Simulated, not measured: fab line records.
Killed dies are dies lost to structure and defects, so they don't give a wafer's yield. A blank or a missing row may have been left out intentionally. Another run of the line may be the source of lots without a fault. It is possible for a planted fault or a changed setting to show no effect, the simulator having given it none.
The tool behind it: which one? :: flow gf180mcu :: Sampling: 13 lots, 39 wafers, 5 of 602 route steps

## WHAT THE GAUGES SHOWED, per wafer
GF_HV_LDD_TW_MEAS_11.
lot: L918
measured: day 10 03:52
on: film_metro-01
HV_LDD_TW: 2416 2422 2425

lot: L919
measured: day 10 11:11
on: film_metro-01
HV_LDD_TW: 2407 2411 2403

lot: L920
measured: day 10 16:22
on: film_metro-03
HV_LDD_TW: 2412 2422 2417

lot: L921
measured: day 11 04:14
on: film_metro-03
HV_LDD_TW: 2416 2408 2414

lot: L930
measured: day 13 19:39
on: film_metro-01
HV_LDD_TW: 2423 2427 2426

lot: L932
measured: day 14 12:06
on: film_metro-04
HV_LDD_TW: 2421 2417 2422

lot: L934
measured: day 15 01:56
on: film_metro-04
HV_LDD_TW: 2410 2420 2416

lot: L935
measured: day 15 07:42
on: film_metro-01
HV_LDD_TW: 2396 2373 2382

lot: L937
measured: day 16 03:13
on: film_metro-01
HV_LDD_TW: 2407 2403 2405

lot: L938
measured: day 16 06:40
on: film_metro-04
HV_LDD_TW: 2394 2408 2396

lot: L939
measured: day 16 11:37
on: film_metro-04
HV_LDD_TW: 2394 2397 2411

lot: L940
measured: day 16 22:31
on: film_metro-04
HV_LDD_TW: 2399 2405 2405

lot: L941
measured: day 17 05:26
on: film_metro-01
HV_LDD_TW: 2405 2408 2421

GF_PSD_CD_MEAS_07: target cd 400 nm.
lot: L918
measured: day 14 08:59
on: cd_sem-02
cd_nm (nm): 397.1 396.9 397.6

lot: L919
measured: day 14 17:26
on: cd_sem-01
cd_nm (nm): 400.4 402.1 402.5

lot: L920
measured: day 14 22:43
on: cd_sem-02
cd_nm (nm): 401.6 398.6 401.0

lot: L921
measured: day 15 15:26
on: cd_sem-02
cd_nm (nm): 398.0 397.3 397.3

lot: L930
measured: day 18 14:38
on: cd_sem-02
cd_nm (nm): 399.8 395.8 397.6

lot: L932
measured: day 19 10:55
on: cd_sem-01
cd_nm (nm): 400.7 399.0 398.9

lot: L934
measured: day 20 03:40
on: cd_sem-01
cd_nm (nm): 397.7 397.5 398.5

lot: L935
measured: day 20 08:47
on: cd_sem-02
cd_nm (nm): 400.8 400.6 397.9

lot: L937
measured: day 21 07:01
on: cd_sem-01
cd_nm (nm): 398.8 398.5 400.6

lot: L938
measured: day 21 10:46
on: cd_sem-01
cd_nm (nm): 402.7 401.4 403.0

lot: L939
measured: day 21 15:58
on: cd_sem-01
cd_nm (nm): 398.2 395.9 398.3

lot: L940
measured: day 22 02:04
on: cd_sem-02
cd_nm (nm): 400.4 399.5 398.1

lot: L941
measured: day 22 10:05
on: cd_sem-01
cd_nm (nm): 403.7 403.7 404.2

GF_PSD_RS_MEAS_14: the measuring method here is four-point-probe.
lot: L918
measured: day 14 09:35
on: film_metro-04
NSD_RS (ohm/sq): 46.17 46.09 46.09

lot: L919
measured: day 14 18:02
on: film_metro-04
NSD_RS (ohm/sq): 46.11 46.28 46.00

lot: L920
measured: day 14 23:23
on: film_metro-04
NSD_RS (ohm/sq): 49.87 49.81 49.93

lot: L921
measured: day 15 16:02
on: film_metro-02
NSD_RS (ohm/sq): 49.82 49.83 50.00

lot: L930
measured: day 18 15:14
on: film_metro-01
NSD_RS (ohm/sq): 46.21 46.14 46.13

lot: L932
measured: day 19 11:31
on: film_metro-02
NSD_RS (ohm/sq): 46.22 46.28 46.14

lot: L934
measured: day 20 04:20
on: film_metro-04
NSD_RS (ohm/sq): 46.12 46.12 46.25

lot: L935
measured: day 20 09:23
on: film_metro-01
NSD_RS (ohm/sq): 45.96 45.97 46.04

lot: L937
measured: day 21 07:37
on: film_metro-02
NSD_RS (ohm/sq): 46.08 46.12 46.15

lot: L938
measured: day 21 11:22
on: film_metro-01
NSD_RS (ohm/sq): 46.18 46.19 46.14

lot: L939
measured: day 21 16:34
on: film_metro-02
NSD_RS (ohm/sq): 46.23 46.20 46.20

lot: L940
measured: day 22 02:40
on: film_metro-04
NSD_RS (ohm/sq): 46.07 46.07 46.13

lot: L941
measured: day 22 10:41
on: film_metro-04
NSD_RS (ohm/sq): 46.03 46.19 46.06

GF_PSD_RS_MEAS_15: the measuring method here is four-point-probe.
lot: L918
measured: day 14 09:43
on: film_metro-04
PSD_RS (ohm/sq): 108.42 108.53 108.61

lot: L919
measured: day 14 18:09
on: film_metro-04
PSD_RS (ohm/sq): 108.61 108.68 108.71

lot: L920
measured: day 14 23:30
on: film_metro-04
PSD_RS (ohm/sq): 128.80 128.92 128.82

lot: L921
measured: day 15 16:09
on: film_metro-02
PSD_RS (ohm/sq): 128.97 129.07 129.10

lot: L930
measured: day 18 15:21
on: film_metro-01
PSD_RS (ohm/sq): 108.55 108.24 108.59

lot: L932
measured: day 19 11:38
on: film_metro-02
PSD_RS (ohm/sq): 108.70 108.56 108.52

lot: L934
measured: day 20 04:28
on: film_metro-04
PSD_RS (ohm/sq): 108.82 108.49 108.69

lot: L935
measured: day 20 09:30
on: film_metro-01
PSD_RS (ohm/sq): 108.28 108.01 108.36

lot: L937
measured: day 21 07:44
on: film_metro-02
PSD_RS (ohm/sq): 108.36 108.28 108.41

lot: L938
measured: day 21 11:29
on: film_metro-01
PSD_RS (ohm/sq): 108.74 108.75 108.80

lot: L939
measured: day 21 16:41
on: film_metro-02
PSD_RS (ohm/sq): 108.36 108.20 108.32

lot: L940
measured: day 22 02:47
on: film_metro-04
PSD_RS (ohm/sq): 108.12 108.36 108.56

lot: L941
measured: day 22 10:48
on: film_metro-04
PSD_RS (ohm/sq): 108.50 108.02 108.15

## WHAT TOOL EACH LOT RAN ON (gives the tool, then ch and the chambers of the sampled wafers, and finally the start)
lot: L918
GF_PSD_RTA_13: rtp_anneal-01 ch 0, day 14 09:31

lot: L919
GF_PSD_RTA_13: rtp_anneal-01 ch 0, day 14 17:56

lot: L920
GF_PSD_RTA_13: rtp_anneal-01 ch 0, day 14 23:17

lot: L921
GF_PSD_RTA_13: rtp_anneal-01 ch 0, day 15 15:56

lot: L930
GF_PSD_RTA_13: rtp_anneal-02 ch 0, day 18 15:08

lot: L932
GF_PSD_RTA_13: rtp_anneal-02 ch 0, day 19 11:25

lot: L934
GF_PSD_RTA_13: rtp_anneal-02 ch 0, day 20 04:15

lot: L935
GF_PSD_RTA_13: rtp_anneal-02 ch 0, day 20 09:17

lot: L937
GF_PSD_RTA_13: rtp_anneal-01 ch 0, day 21 07:31

lot: L938
GF_PSD_RTA_13: rtp_anneal-01 ch 0, day 21 11:16

lot: L939
GF_PSD_RTA_13: rtp_anneal-01 ch 0, day 21 16:28

lot: L940
GF_PSD_RTA_13: rtp_anneal-01 ch 0, day 22 02:34

lot: L941
GF_PSD_RTA_13: rtp_anneal-01 ch 0, day 22 10:35
- GF_PSD_RTA_13: time 20 s.

## WHAT THE TOOLS THEMSELVES READ (means of the sampled wafers that have a number; where no wafer has one, the mark that the record gives instead)
GF_PSD_RTA_13.
lot: L918
tool: rtp_anneal-01
lamp_power_pct (%): 36.1
wafer_temp_C_max: 1029.0

lot: L919
tool: rtp_anneal-01
lamp_power_pct (%): 36.1
wafer_temp_C_max: 1028.8

lot: L920
tool: rtp_anneal-01
lamp_power_pct (%): 33.4
wafer_temp_C_max: 1000.4

lot: L921
tool: rtp_anneal-01
lamp_power_pct (%): 33.4
wafer_temp_C_max: 1000.5

lot: L930
tool: rtp_anneal-02
lamp_power_pct (%): 30.1
wafer_temp_C_max: 1028.2

lot: L932
tool: rtp_anneal-02
lamp_power_pct (%): 30.1
wafer_temp_C_max: 1028.7

lot: L934
tool: rtp_anneal-02
lamp_power_pct (%): 30.1
wafer_temp_C_max: 1028.8

lot: L935
tool: rtp_anneal-02
lamp_power_pct (%): 30.1
wafer_temp_C_max: 1029.1

lot: L937
tool: rtp_anneal-01
lamp_power_pct (%): 36.2
wafer_temp_C_max: 1028.5

lot: L938
tool: rtp_anneal-01
lamp_power_pct (%): 36.2
wafer_temp_C_max: 1029.0

lot: L939
tool: rtp_anneal-01
lamp_power_pct (%): 36.1
wafer_temp_C_max: 1030.3

lot: L940
tool: rtp_anneal-01
lamp_power_pct (%): 36.1
wafer_temp_C_max: 1029.5

lot: L941
tool: rtp_anneal-01
lamp_power_pct (%): 36.2
wafer_temp_C_max: 1028.9

## THE ANSWER, worked out from the rows above alone
Rule: the lots themselves supply what counts as usual. Put in order of their means at a reading, lots are off if they are a third of the lots or fewer, leave a main group of 4 or more, and stand apart from it by a gap of 3 or more times the standard deviation of the main group's means; of several such gaps the widest counts. A main group whose means are all the same, to the digits that the tables above print for the reading, isn't used. A lot without any number at a reading at which 4 lots or more have one is off too. The other lots that the step has rows for count as sound. First the gauges in route order, then the tools' own readings, where a lot's mean is used as printed above. The first step at which some lot is off is used, and at that step the reading that is off furthest; a lot without a number counts as furthest.
Off: L920, L921, at GF_PSD_RS_MEAS_14 (NSD_RS). The main group: mean 46.13 ohm/sq, standard deviation 0.06.
A tool fits if, at a process step before that reading, it ran every lot that is off, and no sound lot after the first of them. The gauges at GF_PSD_RS_MEAS_14 aren't tried: what is off there is off at GF_PSD_RTA_13 too, on other tools, and a gauge's error can't cause that. No candidate that was tried fits.

## WHAT THE SIMULATOR PUT IN
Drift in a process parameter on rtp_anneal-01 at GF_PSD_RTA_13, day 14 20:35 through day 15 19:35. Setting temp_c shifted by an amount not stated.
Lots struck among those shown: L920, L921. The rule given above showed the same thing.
